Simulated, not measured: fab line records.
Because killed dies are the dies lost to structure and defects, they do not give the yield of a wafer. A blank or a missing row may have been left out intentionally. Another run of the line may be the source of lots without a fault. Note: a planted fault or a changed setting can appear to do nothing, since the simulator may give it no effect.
fab line records	flow gf180mcu
[record] lots = 15	wafers = 45	lastDay = 34
route steps=602 shown VT_IMPLANT@95 HV_LDD@183
lots that met no fault: from a run of the same line without faults
startH: hours from the record's opening day to when the first of the lot's shown wafers began	waitH: time in hours since the lot's previous step	" same as the row above	L1.1+2: one row covering several wafers at once	- either no value or no given start	* or withheld: withheld	< > ~ a bound
route shown NAME@n: a module of which the file shows steps, and the number in the route of the first	usual: mean/standard deviation of fault-free wafers	same: alike in all rows	chamber/n: place in a boat	sites: per-site readings	_std_site: standard deviation of those values	_edge_site: the outer-site mean with the inner-site mean subtracted	radiusMm: how far each site lies from the wafer's centre	mask NAME#n: copy n	behind: the tool/chamber that last shaped the wafer	hold: why the lot went on hold/how many hours it stayed there/how the hold came to an end	device: the n, p or np transistor that did not switch	end of line: tests run on the same wafers once the route is complete	a step with no rows: only its recipe	killed: at the first sort, the dies lost to defects and structure; wafer yield is something else	map: dies across one wafer; x = killed, . = not, _ = none there
set.NAME: the setting as run; set.NAME@STEP: as run at that earlier step	model.NAME: the simulator's own value behind a step, which no gauge read
one table for each step of the route and one row for each wafer, over a sample of lots
services: when a tool's chamber went out of use (startH, in hours from the record's first day, below 0 if earlier), for how many hours, and the reason
[[steps]]
[step GF_VT_IMPLANT_PEB_05]
[recipe] tempC = withheld	timeS = *	resist = NOVOLAK
[usual] chillPlateTempC = *	exhaustPa = 44.9/0.91
lot.wafer	tool	chamber	startH	waitH	chillPlateTempC	exhaustPa
L351.1	lithoTrack-02	0	110.00	-	*	45.8
L351.5	"	0	"	"	*	44.9
L351.6	"	0	"	"	*	44.7
L352.2	lithoTrack-03	0	117.22	-	*	43.8
L352.5	"	0	"	"	*	44.7
L352.6	"	0	"	"	*	44.2
L354.1	lithoTrack-02	0	127.05	-	*	45.4
L354.2	"	0	"	"	*	45.3
L354.3	"	0	"	"	*	46.1
L355.1	lithoTrack-01	0	133.80	-	*	44.5
L355.4	"	0	"	"	*	44.2
L355.5	"	0	"	"	*	45.4
L356.1	lithoTrack-01	0	139.40	-	*	45.4
L356.4	"	0	"	"	*	44.8
L356.6	"	0	"	"	*	45.2
L357.3	lithoTrack-02	0	145.70	-	*	44.3
L357.4	"	0	"	"	*	45.8
L357.6	"	0	"	"	*	43.6
L359.1	lithoTrack-02	0	160.60	-	*	45.4
L359.4	"	0	"	"	*	44.9
L359.6	"	0	"	"	*	45.8
L366.1	lithoTrack-02	0	205.35	-	*	44.4
L366.3	"	0	"	"	*	44.5
L366.5	"	0	"	"	*	45.5
L367.3	lithoTrack-03	-	208.64	-	-	-
L367.5	"	-	"	"	-	-
L367.6	"	-	"	"	-	-
L368.3	lithoTrack-01	-	217.95	-	-	-
L368.5	"	-	"	"	-	-
L368.6	"	-	"	"	-	-
L369.1	lithoTrack-01	-	224.50	-	-	-
L369.2	"	-	"	"	-	-
L369.4	"	-	"	"	-	-
L370.1	lithoTrack-02	0	229.65	-	*	45.0
L370.4	"	0	"	"	*	44.4
L370.5	"	0	"	"	*	45.4
L371.1	lithoTrack-03	0	234.54	-	*	46.8
L371.2	"	0	"	"	*	46.1
L371.6	"	0	"	"	*	45.0
L373.1	lithoTrack-02	0	249.45	-	*	45.2
L373.4	"	0	"	"	*	45.3
L373.5	"	0	"	"	*	43.7
L374.1	lithoTrack-01	0	253.75	-	*	44.2
L374.3	"	0	"	"	*	43.3
L374.5	"	0	"	"	*	44.2
[step GF_HV_LDD_CD_MEAS_07]
[recipe] targetCdNm = 400
[usual] cdNm = 400.0/2.3
lot.wafer	tool	chamber	startH	waitH	cdNm
L351.1	cdSem-02	-	212.80	0.1	397.9
L351.5	"	-	"	"	399.0
L351.6	"	-	"	"	396.6
L352.2	cdSem-01	-	224.52	0.1	400.4
L352.5	"	-	"	"	398.8
L352.6	"	-	"	"	400.1
L354.1	cdSem-02	-	235.49	0.1	401.0
L354.2	"	-	"	"	402.1
L354.3	"	-	"	"	402.1
L355.1	cdSem-01	-	243.39	0.1	398.5
L355.4	"	-	"	"	400.2
L355.5	"	-	"	"	399.4
L356.1	cdSem-02	-	248.70	0.1	398.5
L356.4	"	-	"	"	401.3
L356.6	"	-	"	"	399.3
L357.3	cdSem-02	-	260.03	0.1	402.3
L357.4	"	-	"	"	400.3
L357.6	"	-	"	"	399.1
L359.1	cdSem-02	-	274.93	0.1	399.7
L359.4	"	-	"	"	401.1
L359.6	"	-	"	"	399.6
L366.1	cdSem-02	-	328.68	0.1	398.3
L366.3	"	-	"	"	397.7
L366.5	"	-	"	"	401.1
L367.3	cdSem-02	-	335.23	0.1	403.0
L367.5	"	-	"	"	402.6
L367.6	"	-	"	"	404.6
L368.3	cdSem-01	-	344.58	0.1	401.6
L368.5	"	-	"	"	401.4
L368.6	"	-	"	"	400.6
L369.1	cdSem-02	-	351.43	0.1	398.6
L369.2	"	-	"	"	401.1
L369.4	"	-	"	"	403.3
L370.1	cdSem-02	-	358.00	0.1	399.6
L370.4	"	-	"	"	400.3
L370.5	"	-	"	"	398.8
L371.1	cdSem-02	-	363.70	0.1	401.9
L371.2	"	-	"	"	402.1
L371.6	"	-	"	"	400.3
L373.1	cdSem-02	-	381.59	0.1	399.0
L373.4	"	-	"	"	398.7
L373.5	"	-	"	"	396.4
L374.1	cdSem-01	-	388.09	0.1	397.2
L374.3	"	-	"	"	398.2
L374.5	"	-	"	"	397.1
[step GF_HV_LDD_STRIP_37]
[recipe] chemistry = O2/N2	powerW = 1400	pressureMtorr = 1500	platenTempC = 250	o2FlowSccm = 3000	n2FlowSccm = 300	overashFraction = 0.5
[usual] drypumpMotorCurrentA = 5.5/0.55	heaterPowerW = 322/15	o2FlowSccm = 3000/8.7	oesProductAu = 0.716/0.0038	stripTimeToEndpointS = 12.63/0.038
lot.wafer	tool	chamber	startH	waitH	drypumpMotorCurrentA	heaterPowerW	o2FlowSccm	oesProductAu	rfHoursCounterH	stripTimeToEndpointS
L351.1	plasmaAsher-04	1	249.93	0.1	5.3	308	2991	0.720	72	12.62
L351.5	"	1	"	"	5.3	313	2994	0.707	-	12.66
L351.6	"	0	"	"	5.0	344	2993	0.714	-	12.64
L352.2	plasmaAsher-01	1	262.70	0.1	5.6	310	3010	0.715	37	12.58
L352.5	"	0	"	"	4.7	330	2987	0.716	-	12.62
L352.6	"	1	"	"	5.6	306	3010	0.712	-	12.62
L354.1	plasmaAsher-02	0	274.25	0.1	6.3	299	3000	0.718	64	12.61
L354.2	"	1	"	"	6.0	324	3009	0.723	64	12.66
L354.3	"	0	"	"	6.3	303	3010	0.722	-	12.66
L355.1	plasmaAsher-04	1	283.04	0.1	5.3	313	3001	0.720	75	12.60
L355.4	"	1	"	"	5.3	312	2996	0.720	-	12.59
L355.5	"	0	"	"	5.0	343	2987	0.710	-	12.61
L356.1	plasmaAsher-02	0	287.94	0.1	6.3	301	2984	0.720	66	12.65
L356.4	"	1	"	"	6.0	326	2999	0.714	-	12.60
L356.6	"	1	"	"	5.9	325	3003	0.720	-	12.63
L357.3	plasmaAsher-01	0	301.57	0.1	4.7	347	2990	0.714	-	12.68
L357.4	"	1	"	"	5.6	304	2997	0.716	-	12.64
L357.6	"	0	"	"	4.7	334	3005	0.715	-	12.69
L359.1	plasmaAsher-04	0	316.26	0.1	4.9	335	3004	0.714	79	12.66
L359.4	"	1	"	"	5.3	312	2989	0.715	-	12.66
L359.6	"	0	"	"	5.0	350	3005	0.718	-	12.71
L366.1	plasmaAsher-04	1	373.55	0.1	5.3	316	2999	0.720	86	12.59
L366.3	"	1	"	"	5.3	314	3005	0.711	-	12.57
L366.5	"	1	"	"	5.3	312	3000	0.710	-	12.57
L367.3	plasmaAsher-01	0	378.98	0.1	4.7	334	3011	0.720	-	12.58
L367.5	"	0	"	"	4.7	333	3000	0.716	-	12.57
L367.6	"	1	"	"	5.5	309	3011	0.712	-	12.63
L368.3	plasmaAsher-02	1	389.64	0.1	5.9	321	2997	0.714	-	12.62
L368.5	"	1	"	"	5.9	321	2994	0.726	-	12.58
L368.6	"	0	"	"	6.3	304	3016	0.722	-	12.59
L369.1	plasmaAsher-02	1	397.55	0.1	5.9	319	3014	0.711	78	12.67
L369.2	"	0	"	"	6.3	302	3002	0.719	78	12.71
L369.4	"	1	"	"	6.0	329	3019	0.718	-	12.68
L370.1	plasmaAsher-02	1	403.58	0.1	6.0	327	2993	0.715	78	12.62
L370.4	"	1	"	"	6.0	316	2993	0.712	-	12.62
L370.5	"	0	"	"	6.3	307	2997	0.722	-	12.64
L371.1	plasmaAsher-01	1	410.84	0.1	5.6	311	3009	0.713	53	12.55
L371.2	"	0	"	"	4.7	339	2981	0.728	53	12.58
L371.6	"	1	"	"	5.6	306	3009	0.722	-	12.57
L373.1	plasmaAsher-01	1	429.72	0.1	5.5	315	2984	0.719	55	12.60
L373.4	"	1	"	"	5.5	309	3004	0.713	-	12.58
L373.5	"	0	"	"	4.7	341	2998	0.718	-	12.58
L374.1	plasmaAsher-01	0	436.59	0.1	4.8	345	3002	0.713	56	12.64
L374.3	"	1	"	"	5.6	316	2995	0.714	-	12.61
L374.5	"	0	"	"	4.7	341	3004	0.714	-	12.63
[step GF_HV_LDD_OVL_MEAS_47]
[usual] HV_LDD_03_OVL = -0.5/1.9
lot.wafer	tool	chamber	startH	waitH	HV_LDD_03_OVL[nm]
L351.1	overlay-01	-	268.86	0.1	0.6
L351.5	"	-	"	"	-1.3
L351.6	"	-	"	"	0.6
L352.2	overlay-02	-	282.25	0.1	3.8
L352.5	"	-	"	"	2.0
L352.6	"	-	"	"	2.5
L354.1	overlay-01	-	293.95	0.1	-0.4
L354.2	"	-	"	"	-1.2
L354.3	"	-	"	"	-1.7
L355.1	overlay-01	-	303.03	0.1	-3.1
L355.4	"	-	"	"	-1.6
L355.5	"	-	"	"	-2.3
L356.1	overlay-02	-	307.96	0.1	-2.5
L356.4	"	-	"	"	-2.2
L356.6	"	-	"	"	-1.3
L357.3	overlay-01	-	322.13	0.1	0.5
L357.4	"	-	"	"	0.7
L357.6	"	-	"	"	1.0
L359.1	overlay-02	-	337.20	0.1	-2.7
L359.4	"	-	"	"	-2.4
L359.6	"	-	"	"	-4.3
L366.1	overlay-02	-	396.22	0.1	0.5
L366.3	"	-	"	"	1.1
L366.5	"	-	"	"	-0.3
L367.3	overlay-01	-	402.02	0.1	-0.4
L367.5	"	-	"	"	-0.7
L367.6	"	-	"	"	-2.4
L368.3	overlay-02	-	413.26	0.1	2.0
L368.5	"	-	"	"	1.8
L368.6	"	-	"	"	0.6
L369.1	overlay-01	-	421.16	0.1	-2.0
L369.2	"	-	"	"	-2.4
L369.4	"	-	"	"	-2.8
L370.1	overlay-01	-	426.55	0.1	-2.8
L370.4	"	-	"	"	-1.5
L370.5	"	-	"	"	0.3
L371.1	overlay-02	-	434.70	0.1	0.4
L371.2	"	-	"	"	-0.1
L371.6	"	-	"	"	-1.4
L373.1	overlay-01	-	453.92	0.1	-1.7
L373.4	"	-	"	"	0.0
L373.5	"	-	"	"	-0.6
L374.1	overlay-02	-	460.62	0.1	0.4
L374.3	"	-	"	"	1.4
L374.5	"	-	"	"	0.6
[[services]]
tool	chamber	startH	hours	kind
plasmaAsher-04	-	98.61	2.8	pm
plasmaAsher-02	-	156.56	2.8	pm
plasmaAsher-01	-	211.52	4.1	repair
plasmaAsher-01	-	343.54	1.2	repair
plasmaAsher-02	-	368.52	1.5	repair
plasmaAsher-04	-	421.25	9.0	pm
plasmaAsher-04	0	421.25	9.0	ventCycle
plasmaAsher-04	1	421.25	9.0	ventCycle
plasmaAsher-04	0	430.25	-	clean
plasmaAsher-04	1	430.25	-	clean
[[key]]
[firstSign] step = GF_VT_IMPLANT_PEB_05	reading = toolRecord	direction = missing
effect none on later readings
metAt GF_VT_IMPLANT_PEB_05
struckLots L367,L368,L369
sortLeftOut L367.3,L367.5,L367.6,L368.3,L368.5,L368.6,L369.1,L369.2,L369.4
testerLeftOut L367,L368,L369
notActingAt GF_HV_LDD_CD_MEAS_07,GF_HV_LDD_STRIP_37,GF_HV_LDD_OVL_MEAS_47
onsetBetween 139.40 208.64
[fault] kind = skippedStepWhole	tool = lithoTrack-01,lithoTrack-03	chamber = -	onsetH = 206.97	steps = GF_VT_IMPLANT_PEB_05	scope = struckLotsOnly
// testerLeftOut: of these lots the tester's yield and bins aren't shown, on N5 and GAA mostly nor the transistor test; their killed dies are dies lost to structure and defects alone, not to doping, threshold or leakage, so they don't give the yield
// sortLeftOut: the simulated sort isn't trusted on such a fault, so these wafers' sort isn't shown, and their yield isn't known
